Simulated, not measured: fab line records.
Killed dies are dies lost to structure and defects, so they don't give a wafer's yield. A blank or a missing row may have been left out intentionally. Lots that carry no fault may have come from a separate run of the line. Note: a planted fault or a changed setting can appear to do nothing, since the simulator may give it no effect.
The same fault as seen by 2 desks	flow gf180mcu	each desk has only its own numbers; what lay behind them comes last

## FROM THE METROLOGY DESK
What the gauges read, lot by lot, whatever tool the lot ran on: means of the sampled wafers that have a number. Any lot whose mean is over 4 standard deviations away from the usual mean is out of limits and marked OUT; that distance is given in the brackets.
Columns: A = HV_LDD_CVD_56_THK at GF_HV_LDD_THK_MEAS_57, usual 90.1 nm; B = PSD_TW at GF_PSD_TW_MEAS_11, usual 3183; C = MIM_ALCU_RS at GF_MIM_RS_MEAS_10, usual 0.1603 ohm/sq; D = MIM_ALCU_THK at GF_MIM_THK_MEAS_11, usual 201.9 nm
lot	first seen here	A	B	C	D
L603	day 12 21:26	90.1	3227	0.1594	202.7
L604	day 13 05:35	90.9	3184	0.1630	199.5
L609	day 14 22:07	89.9	3166	0.1612	201.1
L610	day 15 06:11	89.5	3163	0.1680 (+4.1) OUT	193.5
L612	day 16 03:35	90.6	3152	0.1606	202.2
L613	day 16 06:05	90.4	3164	0.1662	195.4
L618	day 17 21:56	91.0	3115	0.1615	201.1
L621	day 18 21:47	89.3	3213	0.1604	202.4
L623	day 19 15:19	89.3	3249	0.1609	201.4
L624	day 20 01:29	90.8	3166	0.1579	204.7
L625	day 20 09:08	90.3	3155	0.1602	203.1
This desk finds L610 out of limits, with the earliest case on L610 at day 27 06:32 (MIM_ALCU_RS at GF_MIM_RS_MEAS_10). In limits: L603, L604, L609, L612, L613, L618, L621, L623, L624, L625.

## AT THE TOOL OWNER'S DESK: pvdSputter-03
The tool's own readings at GF_MIM_SPUTTER_08 (material AlCu, target thk 200 nm, time 10.6 s): means of the sampled wafers that have a number, for each lot that ran on this tool. Any lot whose mean is over 4 standard deviations away from the usual mean is out of limits and marked OUT; that distance is given in the brackets.
Columns: A = cathodeDcPowerW at GF_MIM_SPUTTER_08, usual 10600 W; B = throttleValvePct at GF_MIM_SPUTTER_08, usual 30.1 %
lot	first seen here	A	B
L604	day 25 04:45	10603	29.5
L609	day 27 00:06	10601	29.7
L610	day 27 06:27	10240 (-99 or more) OUT	29.4
L613	day 28 05:07	10242 (-99 or more) OUT	29.6
L623	day 31 00:48	10601	29.5
L625	day 31 13:49	10601	29.6
Finding of this desk: L610, L613 out of limits; the first was L610 at day 27 06:27, on cathodeDcPowerW at GF_MIM_SPUTTER_08. In limits: L604, L609, L623, L625.

## ALL TOGETHER
The tool owner's desk could have raised an alarm at day 27 06:27, on L610, L613.
L610 would have let the metrology desk raise an alarm at day 27 06:32.
The metrology desk has L613 on record, within its limits.
Every lot named ran GF_MIM_SPUTTER_08 on pvdSputter-03.

## WHAT THE SIMULATOR PUT IN
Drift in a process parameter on pvdSputter-03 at GF_MIM_SPUTTER_08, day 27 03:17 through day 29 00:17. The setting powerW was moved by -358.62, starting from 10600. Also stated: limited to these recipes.
Lots struck among those shown: L610, L613.
Counting hours from when the fault started, the first reading out of limits came at 3 for the tool owner's desk and at 3 for the metrology desk.
